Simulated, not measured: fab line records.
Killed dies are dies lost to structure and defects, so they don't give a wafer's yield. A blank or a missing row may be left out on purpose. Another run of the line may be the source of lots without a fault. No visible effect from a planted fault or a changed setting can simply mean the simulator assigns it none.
fab line records    flow gf180mcu
record: lots: 14  wafers: 42  lastDay: 34
route steps=602 shown STI@22 MVSD@73 VT_IMPLANT@135 DUAL_GATE@152
lots untouched by any fault: they come from a run of this same line in which no faults occurred
startH: the number of hours between the record's first day and the start of the first shown wafer of the lot    waitH: hours from the lot's prior step to this one    " the same as in the row above    L1.1+2: several wafers, shown together as one row    - no value, or no start was given    * or withheld: withheld    < > ~ a bound
route shown NAME@n: names a module that has steps shown in the file, with the first one's number in the route    usual: mean/standard deviation of fault-free wafers    same: alike in all rows    chamber/n: place in a boat    sites: readings site by site    _std_site: standard deviation of those values    _edge_site: the outer-site mean with the inner-site mean subtracted    radiusMm: for every site, how far away it sits from the centre of the wafer    mask NAME#n: copy n    behind: the last tool/chamber to shape the wafer    hold: why the lot was held/for how many hours/how that ended    device: transistor that didn't switch, given as n, p or np    end of line: tests run on the same wafers once the route is complete    a step given without rows: its recipe and nothing more    killed: the dies lost at the first sort to structure and to defects; this is not the yield of the wafer    map: shows each die of a wafer: x if killed, . if not, _ if none is there
set.NAME: the setting as run; set.NAME@STEP: as run at that earlier step    model.NAME: the simulator's own value behind a step, which no gauge read
steps of the route over a sample of lots; a table a step, a row a wafer
services: when a tool's chamber went out of use (startH, in hours from the record's first day, below 0 if earlier), for how many hours, and the reason
== steps ==
step: GF_STI_OXIDATION_21
recipe: tempC: 1000  ambient: O2  stabiliseS: 600  purgeS: 300  targetThkA: 150  oxTimeS: 458
usual: oxTempC: 1000.1/0.41  oxTempCMax: 1004.0/0.79  purgeS: 300/0  zonePowerLowerPct: 21.1/2.5
lot.wafer  tool        chamber  startH  waitH  oxTempC  oxTempCMax  purgeS  zonePowerLowerPct
L704.4     furnace-02  0        27.12   0.0    1000.0   1003.3      300     24.9
L704.5     "           0        "       "      1000.2   1003.2      300     24.4
L704.6     "           0        "       "      1000.4   1004.6      300     24.7
L705.1     furnace-01  0        34.22   2.4    1000.1   1004.1      300     19.3
L705.3     "           0        "       "      999.8    1004.3      300     19.0
L705.5     "           0        "       "      1000.1   1003.7      300     19.4
L707.2     furnace-01  0        42.49   1.7    999.3    1004.4      300     19.4
L707.3     "           0        "       "      999.2    1003.5      300     19.3
L707.5     "           0        "       "      1000.0   1003.7      300     19.3
L708.1     furnace-01  0        49.46   3.1    999.9    1003.5      300     19.5
L708.3     "           0        "       "      999.6    1003.1      300     19.4
L708.6     "           0        "       "      1000.1   1003.9      300     19.6
L709.1     furnace-02  0        55.42   0.1    1000.1   1002.9      300     24.7
L709.4     "           0        "       "      1000.4   1003.7      300     24.9
L709.6     "           0        "       "      1000.3   1004.4      300     24.8
L714.4     furnace-02  -        78.25   1.3    -        -           -       -
L714.5     "           -        "       "      -        -           -       -
L714.6     "           -        "       "      -        -           -       -
L715.1     furnace-01  -        83.11   0.0    -        -           -       -
L715.3     "           -        "       "      -        -           -       -
L715.6     "           -        "       "      -        -           -       -
L721.1     furnace-02  0        117.96  0.0    1000.2   1002.8      300     24.1
L721.5     "           0        "       "      1000.3   1002.6      300     24.6
L721.6     "           0        "       "      1000.4   1004.7      300     24.5
L722.2     furnace-01  0        125.21  0.0    1000.5   1004.8      300     19.7
L722.3     "           0        "       "      999.6    1003.6      300     19.3
L722.5     "           0        "       "      999.8    1003.5      300     19.4
L723.3     furnace-02  0        128.40  0.9    1000.2   1002.9      300     24.2
L723.5     "           0        "       "      1000.3   1003.8      300     24.4
L723.6     "           0        "       "      1000.3   1003.8      300     24.7
L724.3     furnace-01  0        132.88  0.0    1000.3   1005.0      300     19.1
L724.5     "           0        "       "      1000.2   1003.3      300     19.3
L724.6     "           0        "       "      1000.6   1005.1      300     19.2
L725.1     furnace-02  0        134.49  0.0    999.6    1002.3      300     24.8
L725.5     "           0        "       "      1000.7   1004.1      300     24.6
L725.6     "           0        "       "      1000.1   1004.1      300     24.6
L726.1     furnace-02  0        139.79  0.4    1000.6   1004.2      300     25.1
L726.4     "           0        "       "      1000.6   1003.9      300     24.6
L726.6     "           0        "       "      1000.4   1003.7      300     24.3
L727.2     furnace-01  0        143.73  0.0    1000.4   1004.5      300     19.0
L727.3     "           0        "       "      999.8    1004.2      300     19.3
L727.6     "           0        "       "      1000.2   1005.1      300     19.2
step: GF_MVSD_OVL_MEAS_07
usual: MVSD_OVL: 0.3/1.4
lot.wafer  tool        chamber  startH  waitH  MVSD_OVL[nm]
L704.4     overlay-02  -        81.34   -      -2.1
L704.5     "           -        "       "      -1.7
L704.6     "           -        "       "      -2.0
L705.1     overlay-02  -        97.85   -      0.9
L705.3     "           -        "       "      -0.1
L705.5     "           -        "       "      0.0
L707.2     overlay-02  -        103.12  -      -0.4
L707.3     "           -        "       "      -0.1
L707.5     "           -        "       "      0.5
L708.1     overlay-01  -        107.28  -      -0.9
L708.3     "           -        "       "      -1.5
L708.6     "           -        "       "      -0.4
L709.1     overlay-02  -        113.67  -      -0.5
L709.4     "           -        "       "      -1.3
L709.6     "           -        "       "      1.1
L721.1     overlay-01  -        186.92  -      1.6
L721.5     "           -        "       "      1.1
L721.6     "           -        "       "      2.2
L722.2     overlay-01  -        194.45  -      2.2
L722.3     "           -        "       "      2.8
L722.5     "           -        "       "      1.0
L723.3     overlay-02  -        197.66  -      0.9
L723.5     "           -        "       "      0.5
L723.6     "           -        "       "      -1.8
L724.3     overlay-01  -        204.33  -      -0.8
L724.5     "           -        "       "      -2.5
L724.6     "           -        "       "      1.1
L725.1     overlay-01  -        207.24  -      1.8
L725.5     "           -        "       "      0.1
L725.6     "           -        "       "      0.3
L726.1     overlay-02  -        208.19  -      -0.9
L726.4     "           -        "       "      0.8
L726.6     "           -        "       "      0.1
L727.2     overlay-02  -        214.62  -      -1.1
L727.3     "           -        "       "      -0.6
L727.6     "           -        "       "      -2.8
step: GF_VT_IMPLANT_RTA_45
recipe: tempC: 1050  timeS: 30  ambient: N2
usual: lampPowerPct: 38/5.8  wafer_temp_C_max: 1053.5/0.87
lot.wafer  tool          chamber  startH  waitH  lampPowerPct  wafer_temp_C_max
L704.4     rtpAnneal-02  0        154.24  0.1    43            1053.3
L704.5     "             0        "       "      43            1054.2
L704.6     "             0        "       "      43            1054.2
L705.1     rtpAnneal-01  0        173.54  0.0    32            1053.4
L705.3     "             0        "       "      32            1053.4
L705.5     "             0        "       "      32            1054.1
L707.2     rtpAnneal-01  0        181.66  0.0    32            1052.5
L707.3     "             0        "       "      32            1053.3
L707.5     "             0        "       "      32            1053.8
L708.1     rtpAnneal-02  0        185.65  0.0    43            1053.2
L708.3     "             0        "       "      43            1052.0
L708.6     "             0        "       "      43            1054.7
L709.1     rtpAnneal-02  0        191.47  0.0    43            1055.0
L709.4     "             0        "       "      43            1054.3
L709.6     "             0        "       "      43            1054.5
L721.1     rtpAnneal-01  0        278.45  0.0    32            1052.9
L721.5     "             0        "       "      32            1053.1
L721.6     "             0        "       "      32            1053.6
L722.2     rtpAnneal-02  0        287.37  0.0    43            1054.5
L722.3     "             0        "       "      43            1054.3
L722.5     "             0        "       "      43            1054.3
L723.3     rtpAnneal-01  0        292.66  0.0    32            1052.6
L723.5     "             0        "       "      32            1053.9
L723.6     "             0        "       "      32            1053.6
L724.3     rtpAnneal-01  0        297.67  0.0    32            1052.9
L724.5     "             0        "       "      32            1052.3
L724.6     "             0        "       "      32            1053.5
L725.1     rtpAnneal-02  0        303.40  0.0    43            1053.8
L725.5     "             0        "       "      43            1054.1
L725.6     "             0        "       "      43            1054.2
L726.1     rtpAnneal-01  0        303.74  0.0    32            1053.0
L726.4     "             0        "       "      32            1053.7
L726.6     "             0        "       "      32            1053.8
L727.2     rtpAnneal-01  0        310.66  0.0    32            1052.2
L727.3     "             0        "       "      32            1053.6
L727.6     "             0        "       "      32            1052.4
step: GF_DUAL_GATE_OVL_MEAS_11
usual: DUAL_GATE_OVL: 0.7/1.3
lot.wafer  tool        chamber  startH  waitH  DUAL_GATE_OVL[nm]
L704.4     overlay-01  -        172.51  0.1    2.7
L704.5     "           -        "       "      1.1
L704.6     "           -        "       "      2.3
L705.1     overlay-02  -        192.40  0.1    0.9
L705.3     "           -        "       "      1.2
L705.5     "           -        "       "      -0.7
L707.2     overlay-02  -        200.27  0.1    -0.2
L707.3     "           -        "       "      0.3
L707.5     "           -        "       "      -1.1
L708.1     overlay-01  -        205.29  0.1    1.0
L708.3     "           -        "       "      1.7
L708.6     "           -        "       "      1.0
L709.1     overlay-01  -        210.92  0.1    0.6
L709.4     "           -        "       "      0.4
L709.6     "           -        "       "      0.7
L721.1     overlay-02  -        300.84  0.1    2.0
L721.5     "           -        "       "      -2.1
L721.6     "           -        "       "      0.8
L722.2     overlay-02  -        310.90  0.1    1.8
L722.3     "           -        "       "      0.8
L722.5     "           -        "       "      1.5
L723.3     overlay-02  -        315.01  0.1    1.0
L723.5     "           -        "       "      0.9
L723.6     "           -        "       "      2.4
L724.3     overlay-01  -        320.53  0.1    0.1
L724.5     "           -        "       "      0.9
L724.6     "           -        "       "      -1.0
L725.1     overlay-01  -        326.19  0.1    -1.8
L725.5     "           -        "       "      -1.9
L725.6     "           -        "       "      0.6
L726.1     overlay-02  -        327.44  0.1    0.6
L726.4     "           -        "       "      -0.4
L726.6     "           -        "       "      0.5
L727.2     overlay-01  -        333.90  0.1    1.2
L727.3     "           -        "       "      -0.4
L727.6     "           -        "       "      0.2
== services ==
tool          chamber  startH  hours  kind
furnace-01    -        11.73   3.8    pm
rtpAnneal-01  -        25.38   4.3    pm
furnace-02    -        29.13   16.2   repair
furnace-02    -        93.15   5.5    pm
rtpAnneal-02  -        138.37  4.4    pm
furnace-01    -        247.91  2.8    pm
furnace-02    -        263.73  3.2    pm
furnace-01    -        283.24  2.9    pm
== key ==
firstSign: step: GF_STI_OXIDATION_21  reading: toolRecord  direction: missing
effect none on later readings
metAt GF_STI_OXIDATION_21
struckLots L714,L715
laterRowsLeftOut L714.4,L714.5,L714.6,L715.1,L715.3,L715.6
sortLeftOut L714.4,L714.5,L714.6,L715.1,L715.3,L715.6
testerLeftOut L714,L715
notActingAt GF_MVSD_OVL_MEAS_07,GF_VT_IMPLANT_RTA_45,GF_DUAL_GATE_OVL_MEAS_11
onsetBetween 55.42 78.25
fault: kind: skippedStepWhole  tool: furnace-01,furnace-02  chamber: -  onsetH: 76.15  steps: GF_STI_OXIDATION_21  scope: struckLotsOnly
testerLeftOut: of these lots the tester's yield and bins aren't shown, on N5 and GAA mostly nor the transistor test; their killed dies are dies lost to structure and defects alone, not to doping, threshold or leakage, so they don't give the yield
sortLeftOut: the simulated sort isn't trusted on such a fault, so these wafers' sort isn't shown, and their yield isn't known
laterRowsLeftOut: the simulator's readings of these wafers behind a module that went badly wrong aren't trusted and aren't shown, but for the sort
